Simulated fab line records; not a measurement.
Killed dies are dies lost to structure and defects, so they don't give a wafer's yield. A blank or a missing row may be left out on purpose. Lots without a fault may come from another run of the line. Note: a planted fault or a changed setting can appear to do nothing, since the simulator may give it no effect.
What tool caused it? -- flow gf180mcu -- 13 lots, 39 wafers sampled, at 3 steps of a route of 602

== WHAT EACH GAUGE READ, for each wafer ==
GF_LVPWELL_OVL_MEAS_07.
lot,measured,on,LVPWELL_OVL (nm)
L214,day 3 23:11,overlay-02,3.2 3.4 3.3
L215,day 4 03:32,overlay-01,1.5 1.6 -0.5
L216,day 4 08:05,overlay-01,2.4 2.6 0.3
L219,day 4 22:35,overlay-01,0.0 -1.1 -2.1
L220,day 5 06:41,overlay-01,-1.3 1.2 -0.2
L223,day 5 23:05,overlay-01,1.4 1.3 1.1
L224,day 6 05:43,overlay-01,0.4 -0.9 -0.8
L225,day 6 13:07,overlay-01,0.1 1.6 1.9
L226,day 6 14:08,overlay-01,0.6 2.9 0.4
L228,day 7 04:37,overlay-01,1.5 1.9 0.8
L229,day 7 08:44,overlay-01,-0.7 1.2 -1.8
L235,day 8 20:17,overlay-01,2.4 0.1 2.3
L236,day 9 00:49,overlay-02,-0.5 0.3 2.8

GF_HV_LDD_CD_MEAS_07: target cd 400 nm.
lot,measured,on,cd-nm (nm)
L214,day 10 03:23,cd-sem-01,397.0 395.0 396.5
L215,day 10 16:58,cd-sem-02,398.3 400.4 398.0
L216,day 10 17:04,cd-sem-02,401.1 400.2 401.2
L219,day 11 16:17,cd-sem-02,401.4 401.7 402.7
L220,day 12 02:56,cd-sem-01,401.7 397.7 398.8
L223,day 12 20:10,cd-sem-02,402.2 402.8 402.1
L224,day 13 04:49,cd-sem-02,400.2 402.2 402.2
L225,day 13 13:46,cd-sem-02,398.7 399.1 397.1
L226,day 13 14:43,cd-sem-01,400.7 400.7 399.1
L228,day 14 04:13,cd-sem-01,417.6 416.2 415.4
L229,day 14 11:10,cd-sem-01,418.4 417.5 417.5
L235,day 16 05:40,cd-sem-01,398.6 398.2 398.0
L236,day 16 15:25,cd-sem-02,401.1 399.3 401.9

== WHAT TOOL EACH LOT RAN ON (gives the tool, then ch and the chambers of the sampled wafers, and finally the start) ==
lot,GF_HV_LDD_DEVELOP_06
L214,"litho-track-02 ch 0, day 10 03:14"
L215,"litho-track-01 ch 0, day 10 16:49"
L216,"litho-track-02 ch 0, day 10 16:50"
L219,"litho-track-03 ch 0, day 11 16:09"
L220,"litho-track-03 ch 0, day 12 02:48"
L223,"litho-track-02 ch 0, day 12 20:01"
L224,"litho-track-01 ch 0, day 13 04:40"
L225,"litho-track-03 ch 0, day 13 13:37"
L226,"litho-track-02 ch 0, day 13 14:34"
L228,"litho-track-02 ch 0, day 14 04:04"
L229,"litho-track-02 ch 0, day 14 11:01"
L235,"litho-track-01 ch 0, day 16 05:31"
L236,"litho-track-01 ch 0, day 16 15:16"
- GF_HV_LDD_DEVELOP_06: develop time 60 s.

== AS READ BY THE TOOLS THEMSELVES (means over the sampled wafers that have a number; for cases with no such wafer, the mark the record gives instead) ==
GF_HV_LDD_DEVELOP_06.
lot,tool,chill-plate-temp-C (C)
L214,litho-track-02,22.92
L215,litho-track-01,23.01
L216,litho-track-02,22.88
L219,litho-track-03,23.05
L220,litho-track-03,22.97
L223,litho-track-02,22.93
L224,litho-track-01,23.04
L225,litho-track-03,23.02
L226,litho-track-02,23.12
L228,litho-track-02,22.94
L229,litho-track-02,23.03
L235,litho-track-01,23.06
L236,litho-track-01,22.98

== THE ANSWER, worked out from the rows above alone ==
Rule: usual is defined by the lots themselves. Put in order of their means at a reading, lots are off if they are a third of the lots or fewer, leave a main group of 4 or more, and stand apart from it by a gap of 3 or more times the standard deviation of the main group's means; of several such gaps the widest counts. A main group whose means are all the same, to the digits that the tables above print for the reading, isn't used. A lot without any number at a reading at which 4 lots or more have one is off too. Any other lot the step has rows for is counted as sound. First the gauges in route order, then the tools' own readings, where a lot's mean is used as printed above. At the first step where some lot is off, the reading lying furthest off is the one used; lots without a number count as furthest.
Off: L228, L229, at GF_HV_LDD_CD_MEAS_07 (cd-nm). The main group: mean 399.9 nm, standard deviation 1.8.
A tool fits if, at a process step before that reading, it ran every lot that is off, and no sound lot after the first of them. The gauges at GF_HV_LDD_CD_MEAS_07 are tried like those tools. One fits: GF_HV_LDD_DEVELOP_06 on litho-track-02. Its last sound lot is L226 (day 13 14:34), its first lot that is off L228 (day 14 04:04): a fault that began between those two fits.

== WHAT THE SIMULATOR HAD PUT IN ==
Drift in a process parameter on litho-track-02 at GF_HV_LDD_DEVELOP_06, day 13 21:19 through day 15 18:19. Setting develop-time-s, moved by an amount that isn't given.
Lots struck among those shown: L228, L229. The rule given above showed the same thing.
